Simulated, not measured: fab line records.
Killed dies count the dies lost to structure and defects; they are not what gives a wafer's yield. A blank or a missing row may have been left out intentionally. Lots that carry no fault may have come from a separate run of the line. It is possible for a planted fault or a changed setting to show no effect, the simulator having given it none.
A lot that was struck, set against a sound lot || flow sfq line || 14 out of 325 route steps
Sound: wafers L445.1, L445.2, L445.5. Struck: wafer L454.6. (L454.2, L454.5 of the same lot were not struck and are left out.) The cause comes at the end.
Each step with rows lists, per side, the tool, then ch with its chambers, then its first start. Under that, the readings that differ: sound wafers || struck wafers || difference of the means || sigmas: that difference in standard deviations of wafers without a fault.
alike: a reading whose means differ by less than 2 such deviations, as well as words and numbers matching on both sides. not compared: withheld readings; readings where some wafer has no value; bounds like >300 that might hide an equal value; numbers whose values overlap and for which the record gives no deviation.
Wherever a step has rows on one side only, a row that says differs or no value, or a row with sigmas, the two part there. Non-overlapping numbers with no deviation appear without sigmas and do not part them. Lack of a reading on every wafer of one side parts them only where that side has two or more wafers.

SFQ_INCOMING_BOW_MEAS_900:
  struck on film metro-03, day 3 22:01; sound on film metro-01, day 2 01:00
  alike: INCOMING_BOW
then, 1 step without rows for these wafers: SFQ_TRILAYER_INCOMING_OXIDATION_002 (target thk 500 nm, ox time 4939 s).
SFQ_TRILAYER_L0_DEP_SPUTTER_003: material MoNx KI, target thk 40 nm, time 100 s.
  struck on pvd sputter-03, day 4 00:29; sound on pvd sputter-06, day 2 03:29
  alike: throttle valve pct
SFQ_L0_RS_MEAS_901: the measuring method here is four-point-probe.
  struck on film metro-02, day 4 00:35; sound on film metro-02, day 2 03:34
  alike: L0_MONX_KI_RS
SFQ_L0_THK_MEAS_902: measures by xrf.
  struck on film metro-02, day 4 00:41; sound on film metro-02, day 2 03:41
  alike: L0_MONX_KI_THK
then, 6 steps without rows for these wafers: SFQ_TRILAYER_L0_LITHO_COAT_010 (resist thk 62 nm); SFQ_TRILAYER_L0_LITHO_COAT_005 (resist thk 600 nm); SFQ_TRILAYER_L0_LITHO_SOFTBAKE_009; SFQ_TRILAYER_L0_LITHO_EXPOSE_006 (exposes mask L0, target cd 2000 nm); SFQ_TRILAYER_L0_LITHO_PEB_008 (peb time 60 s); SFQ_TRILAYER_L0_LITHO_DEVELOP_007 (time 60 s).
-- the record jumps here: 3 days lie between the struck wafers' starts before and after --
SFQ_TRILAYER_L0_BARC_OPEN_METAL_ETCH_010: etches BARC in O2, target depth 125 nm, time 41.7 s.
  sound on rie metal-02 ch 0,1, day 4 23:59; struck on rie metal-04 ch 0, day 7 02:04
{"reading": "oes product au (a.u.)", "sound": "0.687 0.684 0.681", "struck": 0.763, "difference": "+0.079", "sigmas": "+19"}
{"reading": "run length s (s)", "sound": "70.22 70.50 70.18", "struck": 64.17, "difference": -6.13, "sigmas": -20}
{"reading": "model.KrF_of_TRILAYER_L0_LITHO_COAT_005.thk nm (nm)", "sound": "523 523.5 523.7", "struck": 529.3, "difference": "+5.9", "sigmas": ""}
  alike: drypump motor current A
  not compared: bias w, rf hours counter h
SFQ_TRILAYER_L0_ETCH_METAL_ETCH_008: etches MoNx KI in SF6/O2, stops on SiO2, target depth 50 nm, time 25 s.
  sound on rie metal-02 ch 0,1, day 5 00:03; struck on rie metal-04 ch 0, day 7 02:07
{"reading": "model.KrF_of_TRILAYER_L0_LITHO_COAT_005.thk nm (nm)", "sound": "481.7 482.1 482.2", "struck": 487.9, "difference": "+5.9", "sigmas": ""}
  alike: bias w, drypump motor current A, oes product au, run length s
  not compared: rf hours counter h
SFQ_TRILAYER_L0_STRIP_STRIP_009: strips in O2.
  sound on rie metal-02 ch 0,1, day 5 00:06; struck on rie metal-04 ch 0, day 7 02:10
  alike: drypump motor current A, oes product au
  not compared: rf hours counter h

WHERE THEY PART
Only at SFQ_TRILAYER_L0_BARC_OPEN_METAL_ETCH_010, within this record. Later steps at which nothing parts them and some readings are alike: SFQ_TRILAYER_L0_ETCH_METAL_ETCH_008, SFQ_TRILAYER_L0_STRIP_STRIP_009.

WHY: whatever the simulator had introduced
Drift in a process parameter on rie metal-04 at SFQ_TRILAYER_L0_BARC_OPEN_METAL_ETCH_010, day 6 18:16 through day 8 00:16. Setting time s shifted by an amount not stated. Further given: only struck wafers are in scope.
